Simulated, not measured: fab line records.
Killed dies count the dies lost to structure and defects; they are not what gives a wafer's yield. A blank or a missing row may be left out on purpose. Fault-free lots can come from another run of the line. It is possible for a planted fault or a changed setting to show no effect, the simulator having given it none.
Split-lot study | flow sfq-line | 23 wafers read from 5 lots, route of 325 steps

## THE SPLIT ITSELF
At SFQ_TRILAYER_I7_VIA_LITHO_COAT_187 (resist thk 650 nm), the setting spin-rpm was moved away from the recipe's 3000 rpm on 8 of the 23 wafers read, by -5.5% to +7.4%. All remaining wafers had this setting at the recipe value.

## FROM THE SPLIT TO THE READING: what the file shows between them, 4 steps
- SFQ_TRILAYER_I7_VIA_LITHO_SOFTBAKE_191
- SFQ_TRILAYER_I7_VIA_LITHO_EXPOSE_188: exposes mask I7, target cd 1000 nm
- SFQ_TRILAYER_I7_VIA_LITHO_DEVELOP_189: time 60 s
- SFQ_TRILAYER_I7_VIA_BARC_OPEN_VIA_ETCH_260: etches BARC in O2, target depth 125 nm, time 41.7 s

## THE READING
KrF_of_TRILAYER_I7_VIA_LITHO_COAT_187.thk-nm (the simulator's own value, which no gauge read), in nm, at SFQ_TRILAYER_I7_VIA_ETCH_VIA_ETCH_190 (etches SiO2 in CHF3, stops on Nb, target depth 260 nm). The file gives no usual value for it. Here, 15 wafers ran the recipe; their average is 526.8 nm with a standard deviation of 1.9 nm.

wafer  | tool, chamber at the split | spin-rpm as run, rpm | against the recipe | KrF_of_TRILAYER_I7_VIA_LITHO_COAT_187.thk-nm, nm | against lot-mates on the recipe
L074.1 | litho-track-02, 0          | 2880                 | -4.0%              | 540.4                                            | +14.4
L074.2 | litho-track-02, 0          | 3000                 | recipe             | 524.2                                            | -
L074.3 | litho-track-02, 0          | 2880                 | -4.0%              | 538.3                                            | +12.3
L074.5 | litho-track-02, 0          | 3000                 | recipe             | 525.9                                            | -
L074.6 | litho-track-02, 0          | 3000                 | recipe             | 528                                              | -
L077.2 | litho-track-02, 0          | 3000                 | recipe             | 527.5                                            | -
L077.3 | litho-track-02, 0          | 3000                 | recipe             | 529.1                                            | -
L077.4 | litho-track-02, 0          | 3000                 | recipe             | 528.5                                            | -
L077.5 | litho-track-02, 0          | 3000                 | recipe             | 527.7                                            | -
L077.6 | litho-track-02, 0          | 3000                 | recipe             | 525.7                                            | -
L081.1 | litho-track-02, 0          | 3000                 | recipe             | 527.6                                            | -
L081.2 | litho-track-02, 0          | 3223                 | +7.4%              | 506.9                                            | -21.7
L081.3 | litho-track-02, 0          | 3223                 | +7.4%              | 502.5                                            | -26.1
L081.4 | litho-track-02, 0          | 3000                 | recipe             | 529.6                                            | -
L081.5 | litho-track-02, 0          | 3223                 | +7.4%              | 506.7                                            | -21.9
L082.2 | litho-track-03, 0          | 3000                 | recipe             | 523.7                                            | -
L082.3 | litho-track-03, 0          | 3000                 | recipe             | 527.3                                            | -
L082.4 | litho-track-03, 0          | 3000                 | recipe             | 522.9                                            | -
L085.1 | litho-track-03, 0          | 3000                 | recipe             | 527.6                                            | -
L085.2 | litho-track-03, 0          | 2834                 | -5.5%              | 542.4                                            | +15.2
L085.3 | litho-track-03, 0          | 2834                 | -5.5%              | 541.2                                            | +14.0
L085.5 | litho-track-03, 0          | 3000                 | recipe             | 526.8                                            | -
L085.6 | litho-track-03, 0          | 2834                 | -5.5%              | 543.4                                            | +16.2

THE FIT
A straight line over all 23 wafers: KrF_of_TRILAYER_I7_VIA_LITHO_COAT_187.thk-nm changes by -2.89 nm for each +1% of spin-rpm; r = -0.99; the points scatter about the line by 1.9 nm.
The same after taking each lot's own level away (the mean of its wafers on the recipe; 23 wafers): -3.03 nm for each +1%; r = -0.99; scatter 1.6 nm.
Per that fit: largest spin-rpm move, reading shift of 22 nm.
The span of the lots' own levels, 524.63 to 528.60 nm, comes to 2.1 times the standard deviation stated above.
Consequently the slope shifts little with the lot-to-lot level, the two slopes agreeing.
Check: for one of the wafers moved furthest among these (+7.4%), held out of the fit, the line's prediction against its lot-mates is -23 nm. Against them it came out at -21.7 nm.

## ADDITIONAL SPLITS CARRIED BY THESE WAFERS
These wafers also went through other splits before the reading. Each is held against what the fit with the lots' levels taken away leaves over:
other split on the same wafers                      | wafers away from the commonest value | r with KrF_of_TRILAYER_I7_VIA_LITHO_COAT_187.thk-nm (lot level and that fit taken away)
SFQ_TRILAYER_I6_VIA_BARC_OPEN_VIA_ETCH_235 source-w | 9                                    | -0.03
SFQ_TRILAYER_M7_DEP_SPUTTER_175 time-s              | 5                                    | +0.08
SFQ_TRILAYER_M7_LITHO_PEB_180 peb-time-s            | 8                                    | +0.26
SFQ_TRILAYER_I7_DEP_PECVD_183 time-s                | 6                                    | -0.15

## THE WHOLE CHAIN: every reading that the file lists as answering this split, in the file's order
step                                       | what it does                                          | reading                                                                                       | change (the file's fit)              | r (the file's)
SFQ_TRILAYER_I7_VIA_LITHO_COAT_187         | resist thk 650 nm                                     | KrF_of_TRILAYER_I7_VIA_LITHO_COAT_187.thk-nm (the simulator's own value, which no gauge read) | -3.22 nm for each +1% of the setting | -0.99
SFQ_TRILAYER_I7_VIA_BARC_OPEN_VIA_ETCH_260 | etches BARC in O2, target depth 125 nm, time 41.7 s   | KrF_of_TRILAYER_I7_VIA_LITHO_COAT_187.thk-nm (the simulator's own value, which no gauge read) | -3.13 nm for each +1% of the setting | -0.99
SFQ_TRILAYER_I7_VIA_ETCH_VIA_ETCH_190      | etches SiO2 in CHF3, stops on Nb, target depth 260 nm | KrF_of_TRILAYER_I7_VIA_LITHO_COAT_187.thk-nm (the simulator's own value, which no gauge read) | -3.04 nm for each +1% of the setting | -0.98

## THE FILE'S OWN FIT
KrF_of_TRILAYER_I7_VIA_LITHO_COAT_187.thk-nm changes by -3.04 nm for each +1% of spin-rpm, r = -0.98.
